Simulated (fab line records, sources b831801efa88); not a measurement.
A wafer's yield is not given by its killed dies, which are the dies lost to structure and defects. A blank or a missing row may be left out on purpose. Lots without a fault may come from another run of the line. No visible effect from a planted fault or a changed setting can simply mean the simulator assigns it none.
Which tool was responsible? + flow gf180mcu + at 1 step of a route of 602, 6 lots with 18 wafers sampled

== WHAT THE GAUGES READ, wafer by wafer ==
GF_V3_THK_MEAS_01.
| lot  | measured     | on           | V3_CVD_00_THK (nm) |
|------|--------------|--------------|--------------------|
| L361 | day 22 04:41 | filmMetro-04 | 579 586 574        |
| L363 | day 23 00:28 | filmMetro-03 | 578 575 574        |
| L369 | day 25 00:49 | filmMetro-03 | 579 578 582        |
| L374 | day 26 23:05 | filmMetro-04 | 570 569 570        |
| L379 | day 28 02:32 | filmMetro-04 | 576 577 574        |
| L380 | day 28 14:37 | filmMetro-04 | 585 583 573        |

== WHICH TOOL RAN EACH LOT (tool, then ch and the chambers of the sampled wafers, then the start) ==
The record holds no process step before these readings.

== THE ANSWER, worked out from the rows above alone ==
Rule: what is usual is taken from the lots themselves. The widest of any qualifying gaps counts: lots, ordered by their means at a reading, are off when they make up no more than a third of the lots, leave a main group of 4 or more, and stand apart from it by 3 or more times the standard deviation of that group's means. A main group is skipped when, at the precision printed for the reading in the tables above, its means are all equal. Also off: a lot with no number at a reading for which 4 or more lots have one. The other lots that the step has rows for count as sound.
Across all readings shown, no lot is off: no conclusion can be drawn from this.

== WHAT THE SIMULATOR HAD INSERTED ==
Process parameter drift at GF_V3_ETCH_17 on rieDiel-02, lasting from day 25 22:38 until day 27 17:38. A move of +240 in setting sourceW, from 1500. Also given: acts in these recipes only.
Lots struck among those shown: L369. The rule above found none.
